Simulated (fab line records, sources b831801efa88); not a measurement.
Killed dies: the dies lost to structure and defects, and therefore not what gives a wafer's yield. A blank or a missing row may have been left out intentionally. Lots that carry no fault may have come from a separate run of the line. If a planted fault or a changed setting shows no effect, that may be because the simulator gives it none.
Matching of chambers ; flow sky130 ; rieDiel-03 running SKY_VIA4_ETCH_12: 4 sister chambers
The step etches SiO2 in C4F8/O2/Ar, stops on TiN, target depth 580 nm. 4 wafers are shown with their chamber, then 10 later ones without.

## WAFERS PAIRED WITH THEIR CHAMBERS
wafer;chamber;chamberPressureMTorr (mTorr)
L074.5;2;39.95
L085.4;3;40.02
L088.3;0;40.04
L088.4;1;39.97

## WAFERS WHOSE CHAMBER IS MISSING
wafer;chamberPressureMTorr (mTorr)
L088.6;39.98
L089.1;40.05
L089.2;40.00
L089.5;39.99
L093.1;40.01
L093.2;40.02
L093.3;39.97
L093.4;40.02
L093.5;39.95
L093.6;40.07

## CHAMBER TAKEN BY EACH
wafer;from the rows above;in truth
L088.6;can't be placed: 1 or 2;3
L089.1;can't be placed: 0 or 3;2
L089.2;can't be placed: 3 or 1 or 0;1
L089.5;can't be placed: 1 or 3 or 2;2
L093.1;can't be placed: 3 or 0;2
L093.2;can't be placed: 3 or 0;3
L093.3;can't be placed: 1 or 2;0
L093.4;can't be placed: 3 or 0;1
L093.5;can't be placed: 2 or 1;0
L093.6;can't be placed: 0 or 3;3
Correctly placed: 0 of 10. Not placeable from these rows: 10 (in 4, the candidates include the true chamber). Number placed wrongly: 0.
How it was worked out, from the rows above alone: a wafer's distance from a chamber is the root of the sum, over the readings, of the square of ((its reading less the chamber's mean) divided by the reading's scatter). If the next closest chamber is less than 2 further off than the closest, the wafer can't be placed; otherwise it belongs to the closest. For every chamber, the mean is computed from those of its wafers that are shown. The scatter: with one shown wafer a chamber, the root of the mean of the squares of how far each hidden wafer lies from its nearest shown one.
